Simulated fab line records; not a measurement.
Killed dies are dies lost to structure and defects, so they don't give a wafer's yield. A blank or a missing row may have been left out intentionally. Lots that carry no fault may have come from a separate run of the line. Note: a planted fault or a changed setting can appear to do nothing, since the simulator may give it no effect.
fab line records    flow sfq_line
[record] lots = 5  wafers = 15  last_day = 94
route steps=325 shown M3@124 I3@133
lots that met no fault: taken from a fault-free run of the same line
start_h: the number of hours between the record's first day and the start of the first shown wafer of the lot    wait_h: time in hours since the lot's previous step    " same as the row above    L1.1+2: several wafers, shown together as one row    - no value present, or no start provided    * or withheld: withheld    < > ~ a bound
route shown NAME@n: names a module that has steps shown in the file, with the first one's number in the route    usual: mean/standard deviation of fault-free wafers    same: alike in all rows    chamber/n: place in a boat    sites: the reading at each site    _std_site: standard deviation across them    _edge_site: outer sites' mean less inner sites'    radius_mm: for every site, how far away it sits from the centre of the wafer    mask NAME#n: copy n    behind: the last tool/chamber to shape the wafer    hold: what put the lot on hold/how long, in hours/how the hold closed    device: names the non-switching transistor (n, p or np)    end of line: tests of these same wafers at the route's end    for a step that has no rows: nothing shown but its recipe    killed: dies lost to structure and defects at the first sort, not the wafer's yield    map: per-die view of a wafer (x killed, . not killed, _ where there is no die)
set.NAME: the setting as run; set.NAME@STEP: as run at that earlier step    model.NAME: the simulator's own value behind a step, which no gauge read
certain route steps with their lots: each step a table, each wafer a row
services: when a tool's chamber went out of use (start_h, in hours from the record's first day, below 0 if earlier), for how many hours, and the reason
[[steps]]
[step SFQ_TRILAYER_M3_LITHO_SOFTBAKE_079]
[recipe] temp_c = withheld  time_s = withheld  resist = KrF
[usual] chill_plate_temp_C = *  resist_line_temp_C = *
lot.wafer  tool            chamber  start_h  wait_h  chill_plate_temp_C  resist_line_temp_C
L076.2     litho_track-02  0        913.80   0.2     *                   *
L076.3     "               0        "        "       *                   *
L076.5     "               0        "        "       *                   *
L080.2     litho_track-02  0        951.04   0.2     *                   *
L080.4     "               0        "        "       *                   *
L080.6     "               0        "        "       *                   *
L083.1     litho_track-01  0        1003.61  0.2     *                   *
L083.4     "               0        "        "       *                   *
L083.5     "               0        "        "       *                   *
L092.1     litho_track-01  0        1086.47  0.2     *                   *
L092.3     "               0        "        "       *                   *
L092.5     "               0        "        "       *                   *
L094.1     litho_track-01  0        1095.60  0.2     *                   *
L094.2     "               0        "        "       *                   *
L094.4     "               0        "        "       *                   *
[step SFQ_TRILAYER_M3_LITHO_EXPOSE_076]
[recipe] mask_id = M3  na = 0.6  source_shape = conventional  sigma_outer = 0.65  target_cd_nm = 500  dose_mj = 14.4
lot.wafer   tool            chamber  start_h  wait_h  mask
L076.2+3+5  krf_scanner-02  0        1035.08  -       M3#0
L080.2+4+6  krf_scanner-01  0        1073.60  -       M3#0
L083.1+4+5  krf_scanner-01  0        1127.03  -       M3#0
L092.1+3+5  krf_scanner-02  0        1203.33  -       M3#0
L094.1+2+4  krf_scanner-01  0        1212.93  -       M3#0
[step SFQ_TRILAYER_M3_LITHO_PEB_078]
[recipe] peb_temp_c = 115  peb_time_s = 60  resist = KrF
[usual] chill_plate_temp_C = 22.99/0.1  resist_line_temp_C = 23.02/0.095
lot.wafer  tool            chamber  start_h  wait_h  chill_plate_temp_C  resist_line_temp_C
L076.2     litho_track-01  0        1036.10  0.8     23.04               23.06
L076.3     "               0        "        "       23.02               22.95
L076.5     "               0        "        "       23.11               23.15
L080.2     litho_track-04  0        1074.63  0.8     22.97               23.09
L080.4     "               0        "        "       22.83               23.01
L080.6     "               0        "        "       22.92               23.04
L083.1     litho_track-02  0        1128.23  1.0     23.07               22.97
L083.4     "               0        "        "       22.85               23.00
L083.5     "               0        "        "       22.99               22.99
L092.1     litho_track-02  0        1204.53  1.0     23.05               23.05
L092.3     "               0        "        "       23.03               22.96
L092.5     "               0        "        "       23.19               22.88
L094.1     litho_track-04  0        1214.13  1.0     22.97               22.83
L094.2     "               0        "        "       22.88               22.83
L094.4     "               0        "        "       23.12               23.00
[step SFQ_TRILAYER_M3_LITHO_DEVELOP_077]
[recipe] time_s = 60  resist = KrF
[usual] chill_plate_temp_C = 22.99/0.1  resist_line_temp_C = 23.00/0.096
lot.wafer  tool            chamber  start_h  wait_h  chill_plate_temp_C  resist_line_temp_C
L076.2     litho_track-01  0        1036.25  0.1     23.13               22.87
L076.3     "               0        "        "       22.90               22.70
L076.5     "               0        "        "       23.04               22.92
L080.2     litho_track-04  0        1074.78  0.1     22.95               22.79
L080.4     "               0        "        "       22.89               22.92
L080.6     "               0        "        "       22.90               23.01
L083.1     litho_track-02  0        1128.38  0.1     22.95               22.88
L083.4     "               0        "        "       22.98               22.82
L083.5     "               0        "        "       22.93               23.03
L092.1     litho_track-02  0        1204.68  0.1     22.86               23.05
L092.3     "               0        "        "       22.79               23.13
L092.5     "               0        "        "       22.99               22.99
L094.1     litho_track-04  0        1214.28  0.1     23.11               23.06
L094.2     "               0        "        "       23.11               22.94
L094.4     "               0        "        "       22.96               22.98
[step SFQ_M3_OVL_MEAS_921]
[usual] M3_OVL = 2/6.2
lot.wafer  tool        chamber  start_h  wait_h  M3_OVL[nm]
L076.2     overlay-01  -        1036.38  0.1     -4
L076.3     "           -        "        "       -3
L076.5     "           -        "        "       -7
L080.2     overlay-02  -        1074.91  0.1     -5
L080.4     "           -        "        "       1
L080.6     "           -        "        "       -1
L083.1     overlay-01  -        1128.53  0.1     11
L083.4     "           -        "        "       1
L083.5     "           -        "        "       7
L092.1     overlay-02  -        1204.83  0.1     2
L092.3     "           -        "        "       3
L092.5     "           -        "        "       9
L094.1     overlay-02  -        1214.43  0.1     9
L094.2     "           -        "        "       5
L094.4     "           -        "        "       7
[step SFQ_TRILAYER_M3_BARC_OPEN_METAL_ETCH_100]
[recipe] mask_material = PR  chemistry = O2  target_depth_nm = 125  target = BARC  icp_w = 600  bias_w = 80  pressure_mtorr = 10  time_s = 41.7
[usual] drypump_motor_current_A = 5.7/0.36  oes_product_au = 0.685/0.005  rf_fwd_power_W = 593/3.7
lot.wafer  tool          chamber  start_h  wait_h  drypump_motor_current_A  oes_product_au  rf_fwd_power_W  rf_hours_counter_h
L076.2     rie_metal-02  0        1036.41  0.0     5.3                      0.688           591             136
L076.3     "             1        "        "       6.5                      0.686           595             -
L076.5     "             1        "        "       6.4                      0.681           597             -
L080.2     rie_metal-01  1        1074.94  0.0     5.4                      0.681           599             75
L080.4     "             0        "        "       5.4                      0.683           593             -
L080.6     "             1        "        "       5.4                      0.689           595             -
L083.1     rie_metal-03  1        1128.57  0.0     5.8                      0.682           589             111
L083.4     "             0        "        "       5.5                      0.679           598             -
L083.5     "             0        "        "       5.5                      0.679           596             -
L092.1     rie_metal-02  0        1204.87  0.0     5.3                      0.681           594             18
L092.3     "             0        "        "       5.3                      0.685           592             -
L092.5     "             0        "        "       5.3                      0.684           596             -
L094.1     rie_metal-01  0        1214.46  0.0     5.4                      0.676           594             30
L094.2     "             1        "        "       5.4                      0.685           597             96
L094.4     "             1        "        "       5.4                      0.691           595             -
[step SFQ_TRILAYER_M3_ETCH_METAL_ETCH_078]
[recipe] target = Nb  stop_on = SiO2  mask_material = PR  chemistry = Cl2/Ar  target_depth_nm = 240  icp_w = 600  bias_w = 80  pressure_mtorr = 10  time_s = 120
[usual] drypump_motor_current_A = 5.7/0.36  oes_product_au = 0.894/0.0074  rf_fwd_power_W = 596.7/2.5
lot.wafer  tool          chamber  start_h  wait_h  drypump_motor_current_A  oes_product_au  rf_fwd_power_W  rf_hours_counter_h
L076.2     rie_metal-02  0        1036.47  0.0     5.3                      0.882           600.1           136
L076.3     "             1        "        "       6.4                      0.883           600.1           -
L076.5     "             1        "        "       6.5                      0.886           599.6           -
L080.2     rie_metal-01  1        1075.00  0.0     5.4                      0.897           595.8           75
L080.4     "             0        "        "       5.4                      0.906           593.6           -
L080.6     "             1        "        "       5.3                      0.898           593.9           -
L083.1     rie_metal-03  1        1128.63  0.0     5.8                      0.895           596.6           111
L083.4     "             0        "        "       5.5                      0.891           599.4           -
L083.5     "             0        "        "       5.5                      0.894           595.8           -
L092.1     rie_metal-02  0        1204.93  0.0     5.3                      0.888           598.6           18
L092.3     "             0        "        "       5.3                      0.886           599.4           -
L092.5     "             0        "        "       5.3                      0.889           596.5           -
L094.1     rie_metal-01  0        1214.52  0.0     5.4                      0.892           596.1           30
L094.2     "             1        "        "       5.4                      0.878           597.9           96
L094.4     "             1        "        "       5.4                      0.882           598.3           -
[step SFQ_TRILAYER_M3_STRIP_STRIP_079]
[recipe] gas = O2  power_w = 200  platen_temp_c = 40  overash_fraction = 0.65  chemistry = O2  pressure_mtorr = 50
[usual] drypump_motor_current_A = 5.7/0.36  oes_product_au = 1.008/0.0093
lot.wafer  tool          chamber  start_h  wait_h  drypump_motor_current_A  oes_product_au  rf_hours_counter_h
L076.2     rie_metal-02  0        1036.60  0.1     5.3                      1.006           136
L076.3     "             1        "        "       6.5                      0.993           -
L076.5     "             1        "        "       6.5                      0.994           -
L080.2     rie_metal-01  1        1075.12  0.1     5.4                      1.019           75
L080.4     "             0        "        "       5.4                      0.993           -
L080.6     "             1        "        "       5.4                      1.021           -
L083.1     rie_metal-03  1        1128.75  0.1     5.8                      1.019           111
L083.4     "             0        "        "       5.5                      1.002           -
L083.5     "             0        "        "       5.5                      1.001           -
L092.1     rie_metal-02  0        1205.05  0.1     5.3                      1.013           18
L092.3     "             0        "        "       5.3                      1.013           -
L092.5     "             0        "        "       5.3                      1.012           -
L094.1     rie_metal-01  0        1214.65  0.1     5.4                      1.004           30
L094.2     "             1        "        "       5.3                      0.997           96
L094.4     "             1        "        "       5.4                      1.002           -
[step SFQ_TRILAYER_M3_STRIP_SOLV_CLEAN_080]
[recipe] chemistry = NMP  temp_c = 70  time_s = 600
lot.wafer   tool          chamber  start_h  wait_h
L076.2+3+5  wet_bench-03  7,6,1    1037.20  0.4
L080.2+4+6  wet_bench-01  0,3,4    1075.72  0.4
L083.1+4+5  wet_bench-01  7,6,3    1129.35  0.4
L092.1+3+5  wet_bench-01  5,2,7    1205.65  0.4
L094.1+2+4  wet_bench-04  1,6,2    1215.25  0.4
[step SFQ_TRILAYER_I3_DEP_PECVD_081]
[recipe] material = SiO2  temp_c = 150  time_s = 111.11  pressure_torr = 2.4  rf_w = 183.3  precursor = SiH4/N2O  target_thk_nm = 500
[usual] heater_power_w = 93/12  rf_fwd_power_W = 182.1/0.66  susceptor_temp_C = 149.98/0.13  throttle_valve_pct = 25.1/1.6
lot.wafer  tool      chamber  start_h  wait_h  heater_power_w  rf_fwd_power_W  susceptor_temp_C  throttle_valve_pct
L076.2     pecvd-04  2        1037.58  0.0     89              182.1           149.94            22.2
L076.3     "         1        "        "       90              181.8           150.06            24.6
L076.5     "         2        "        "       96              181.0           150.17            22.4
L080.2     pecvd-03  1        1075.90  0.0     94              182.1           150.02            25.6
L080.4     "         2        "        "       77              182.2           149.75            26.7
L080.6     "         1        "        "       96              181.6           149.86            25.6
L083.1     pecvd-04  1        1129.53  0.0     91              180.2           149.91            24.4
L083.4     "         1        "        "       87              181.6           149.92            24.8
L083.5     "         0        "        "       112             182.4           149.88            23.6
L092.1     pecvd-03  2        1205.83  0.0     82              182.0           149.98            26.7
L092.3     "         0        "        "       102             183.1           150.07            27.6
L092.5     "         0        "        "       103             181.8           150.09            27.6
L094.1     pecvd-03  1        1215.60  0.0     84              182.8           150.06            25.4
L094.2     "         2        "        "       84              183.2           149.86            26.7
L094.4     "         0        "        "       102             181.3           150.20            28.1
[step SFQ_TRILAYER_I3_CMP_CMP_082]
[recipe] material = SiO2  down_force_psi = 3  platen_rpm = 60  pad_velocity_m_s = 0.94248
[usual] motor_current_A = 10.3/0.8  platen_rpm = 60.00/0.043  time_to_endpoint_s = 221/7.8
lot.wafer  tool    chamber  start_h  wait_h  motor_current_A  platen_rpm  time_to_endpoint_s
L076.2     cmp-02  2        1053.34  15.7    11.5             59.99       210
L076.3     "       0        1054.34  16.7    8.5              60.00       215
L076.5     "       2        1055.34  17.7    11.4             60.06       216
L080.4     cmp-02  1        1098.25  22.3    10.8             59.99       232
L080.2     "       2        "        "       11.8             59.93       212
L080.6     "       3        "        "       10.7             59.99       231
L083.4     cmp-02  0        1154.05  24.4    8.1              60.10       222
L083.1     "       1        "        "       10.3             60.04       222
L083.5     "       0        1156.05  26.4    8.5              60.05       220
L092.3     cmp-01  1        1207.96  2.1     10.5             59.94       224
L092.1     "       2        "        "       9.4              60.08       226
L092.5     "       1        1209.96  4.1     10.6             59.90       231
L094.2     cmp-01  0        1216.01  0.4     10.7             60.00       206
L094.4     "       1        "        "       10.1             59.95       224
L094.1     "       3        1217.51  1.9     10.2             60.04       219
[step SFQ_I3_BOW_MEAS_922]
[recipe] mode = bow
[usual] I3_BOW = 2/8.4
lot.wafer  tool           chamber  start_h  wait_h  I3_BOW[um]
L076.2     film_metro-01  -        1055.86  2.0     -10
L076.3     "              -        "        "       -9
L076.5     "              -        "        "       -19
L080.2     film_metro-02  -        1100.27  1.0     -6
L080.4     "              -        "        "       -8
L080.6     "              -        "        "       -10
L083.1     film_metro-02  -        1157.05  2.0     20
L083.4     "              -        "        "       16
L083.5     "              -        "        "       7
L092.1     film_metro-02  -        1210.46  1.5     -2
L092.3     "              -        "        "       -6
L092.5     "              -        "        "       -5
L094.1     film_metro-02  -        1219.01  1.0     6
L094.2     "              -        "        "       5
L094.4     "              -        "        "       0
[step SFQ_TRILAYER_I3_METRO_MEASURE_083]
[usual] thk_nm = 200.3/1.1
lot.wafer  tool           chamber  start_h  wait_h  thk_nm
L076.2     film_metro-01  -        1056.16  0.3     198.6
L076.3     "              -        "        "       201.0
L076.5     "              -        "        "       198.8
L080.2     film_metro-02  -        1100.57  0.3     198.1
L080.4     "              -        "        "       200.5
L080.6     "              -        "        "       199.6
L083.1     film_metro-02  -        1157.17  0.1     199.9
L083.4     "              -        "        "       200.5
L083.5     "              -        "        "       201.5
L092.1     film_metro-02  -        1210.58  0.1     199.6
L092.3     "              -        "        "       200.2
L092.5     "              -        "        "       200.1
L094.1     film_metro-02  -        1219.13  0.1     200.4
L094.2     "              -        "        "       200.0
L094.4     "              -        "        "       200.5
[step SFQ_TRILAYER_I3_VIA_LITHO_COAT_090]
[recipe] resist = BARC  spin_rpm = 3000  resist_thk_nm = 62
[usual] chill_plate_temp_C = 23.01/0.11  resist_line_temp_C = 22.99/0.11
lot.wafer  tool            chamber  start_h  wait_h  chill_plate_temp_C  resist_line_temp_C
L076.2     litho_track-04  0        1057.21  0.8     23.20               23.11
L076.3     "               0        "        "       23.00               23.01
L076.5     "               0        "        "       23.01               23.20
L080.2     litho_track-03  0        1101.62  0.8     23.20               22.73
L080.4     "               0        "        "       23.06               22.82
L080.6     "               0        "        "       22.91               22.84
L083.1     litho_track-03  0        1158.37  1.0     22.96               23.11
L083.4     "               0        "        "       23.03               23.06
L083.5     "               0        "        "       23.05               23.06
L092.1     litho_track-03  0        1211.78  1.0     23.06               22.94
L092.3     "               0        "        "       23.07               23.04
L092.5     "               0        "        "       23.06               23.06
L094.1     litho_track-03  0        1220.33  1.0     22.82               22.99
L094.2     "               0        "        "       22.87               22.96
L094.4     "               0        "        "       22.89               22.92
[step SFQ_TRILAYER_I3_VIA_LITHO_COAT_085]
[recipe] resist = KrF  spin_rpm = 3000  resist_thk_nm = 650
[usual] chill_plate_temp_C = 23.01/0.096  resist_line_temp_C = 23.00/0.09
lot.wafer  tool            chamber  start_h  wait_h  chill_plate_temp_C  resist_line_temp_C
L076.2     litho_track-04  0        1057.51  0.2     23.11               23.02
L076.3     "               0        "        "       23.05               23.14
L076.5     "               0        "        "       23.05               23.10
L080.2     litho_track-03  0        1101.92  0.2     22.99               23.05
L080.4     "               0        "        "       22.86               23.05
L080.6     "               0        "        "       22.87               22.91
L083.1     litho_track-03  0        1158.67  0.2     23.07               22.91
L083.4     "               0        "        "       23.13               23.03
L083.5     "               0        "        "       23.14               23.03
L092.1     litho_track-03  0        1212.08  0.2     22.94               22.97
L092.3     "               0        "        "       22.97               22.99
L092.5     "               0        "        "       22.86               22.82
L094.1     litho_track-03  0        1220.63  0.2     22.97               23.10
L094.2     "               0        "        "       23.12               22.96
L094.4     "               0        "        "       23.13               22.93
[step SFQ_TRILAYER_I3_VIA_LITHO_SOFTBAKE_089]
[recipe] temp_c = withheld  time_s = withheld  resist = KrF
[usual] chill_plate_temp_C = *  resist_line_temp_C = *
lot.wafer  tool            chamber  start_h  wait_h  chill_plate_temp_C  resist_line_temp_C
L076.2     litho_track-04  0        1057.78  0.2     *                   *
L076.3     "               0        "        "       *                   *
L076.5     "               0        "        "       *                   *
L080.2     litho_track-03  0        1102.19  0.2     *                   *
L080.4     "               0        "        "       *                   *
L080.6     "               0        "        "       *                   *
L083.1     litho_track-03  0        1158.97  0.2     *                   *
L083.4     "               0        "        "       *                   *
L083.5     "               0        "        "       *                   *
L092.1     litho_track-03  0        1212.38  0.2     *                   *
L092.3     "               0        "        "       *                   *
L092.5     "               0        "        "       *                   *
L094.1     litho_track-03  0        1220.93  0.2     *                   *
L094.2     "               0        "        "       *                   *
L094.4     "               0        "        "       *                   *
[step SFQ_TRILAYER_I3_VIA_LITHO_EXPOSE_086]
[recipe] mask_id = I3  na = 0.6  source_shape = conventional  sigma_outer = 0.65  target_cd_nm = 500  dose_mj = 21.3
lot.wafer   tool            chamber  start_h  wait_h  mask
L076.2+3+5  krf_scanner-02  0        1180.67  -       I3#0
L080.2+4+6  krf_scanner-01  0        1217.93  -       I3#0
L083.1+4+5  krf_scanner-02  0        1274.95  -       I3#0
L092.1+3+5  krf_scanner-02  0        1337.60  -       I3#0
L094.1+2+4  krf_scanner-02  0        1348.40  -       I3#0
[step SFQ_TRILAYER_I3_VIA_LITHO_PEB_088]
[recipe] peb_temp_c = 115  peb_time_s = 60  resist = KrF
[usual] chill_plate_temp_C = 23.02/0.11  resist_line_temp_C = 22.97/0.11
lot.wafer  tool            chamber  start_h  wait_h  chill_plate_temp_C  resist_line_temp_C
L076.2     litho_track-04  0        1181.69  0.8     23.14               22.97
L076.3     "               0        "        "       22.95               22.82
L076.5     "               0        "        "       23.04               22.95
L080.2     litho_track-04  0        1218.95  0.8     22.93               22.85
L080.4     "               0        "        "       22.90               22.89
L080.6     "               0        "        "       22.77               22.87
L083.1     litho_track-01  0        1276.15  1.0     22.98               23.11
L083.4     "               0        "        "       23.03               23.04
L083.5     "               0        "        "       22.85               23.19
L092.1     litho_track-04  0        1338.80  1.0     22.72               22.92
L092.3     "               0        "        "       22.84               22.97
L092.5     "               0        "        "       22.75               22.91
L094.1     litho_track-03  0        1349.60  1.0     23.09               23.04
L094.2     "               0        "        "       23.08               23.15
L094.4     "               0        "        "       22.92               23.12
[step SFQ_TRILAYER_I3_VIA_LITHO_DEVELOP_087]
[recipe] time_s = 60  resist = KrF
[usual] chill_plate_temp_C = 23.02/0.094  resist_line_temp_C = 22.99/0.11
lot.wafer  tool            chamber  start_h  wait_h  chill_plate_temp_C  resist_line_temp_C
L076.2     litho_track-04  0        1181.84  0.1     22.99               22.97
L076.3     "               0        "        "       23.01               23.10
L076.5     "               0        "        "       22.91               22.81
L080.2     litho_track-04  0        1219.10  0.1     22.90               22.93
L080.4     "               0        "        "       23.03               23.11
L080.6     "               0        "        "       22.97               23.04
L083.1     litho_track-01  0        1276.30  0.1     23.13               23.03
L083.4     "               0        "        "       23.14               22.90
L083.5     "               0        "        "       22.93               22.94
L092.1     litho_track-04  0        1338.95  0.1     22.92               22.95
L092.3     "               0        "        "       23.00               22.97
L092.5     "               0        "        "       22.83               23.11
L094.1     litho_track-03  0        1349.75  0.1     22.97               23.18
L094.2     "               0        "        "       23.00               22.84
L094.4     "               0        "        "       22.96               22.98
[step SFQ_I3_OVL_MEAS_923]
[usual] I3_OVL = 1/6
lot.wafer  tool        chamber  start_h  wait_h  I3_OVL[nm]
L076.2     overlay-02  -        1181.98  0.1     7
L076.3     "           -        "        "       6
L076.5     "           -        "        "       2
L080.2     overlay-01  -        1219.23  0.1     2
L080.4     "           -        "        "       0
L080.6     "           -        "        "       -1
L083.1     overlay-01  -        1276.45  0.1     12
L083.4     "           -        "        "       7
L083.5     "           -        "        "       13
L092.1     overlay-02  -        1339.10  0.1     10
L092.3     "           -        "        "       8
L092.5     "           -        "        "       6
L094.1     overlay-01  -        1349.90  0.1     5
L094.2     "           -        "        "       1
L094.4     "           -        "        "       -4
[[services]]
tool            chamber  start_h  hours  kind
krf_scanner-01  -        905.49   1.3    pm
krf_scanner-02  -        916.41   0.8    pm
film_metro-02   -        945.81   0.3    pm
krf_scanner-02  -        948.91   1.3    pm
rie_metal-01    1        958.24   7.5    repair
film_metro-02   -        960.45   0.9    pm
krf_scanner-01  -        977.29   0.8    pm
krf_scanner-02  -        978.98   4.0    pm
rie_metal-02    -        996.27   15.2   repair
krf_scanner-02  -        1036.08  1.0    pm
rie_metal-01    -        1042.52  5.7    repair
krf_scanner-02  -        1061.66  14.0   repair
krf_scanner-02  -        1086.11  0.8    pm
krf_scanner-02  -        1097.30  0.7    repair
krf_scanner-02  -        1112.74  1.1    repair
rie_metal-02    -        1123.35  2.8    pm
krf_scanner-02  -        1124.93  1.3    pm
krf_scanner-02  -        1205.73  1.0    pm
krf_scanner-02  -        1254.87  0.8    pm
rie_metal-01    -        1283.99  0.2    repair
rie_metal-01    -        1298.96  3.5    repair
krf_scanner-02  -        1301.35  1.3    pm
krf_scanner-02  -        1303.18  1.1    repair
rie_metal-01    -        1327.37  14.6   pm
[[key]]
fault none
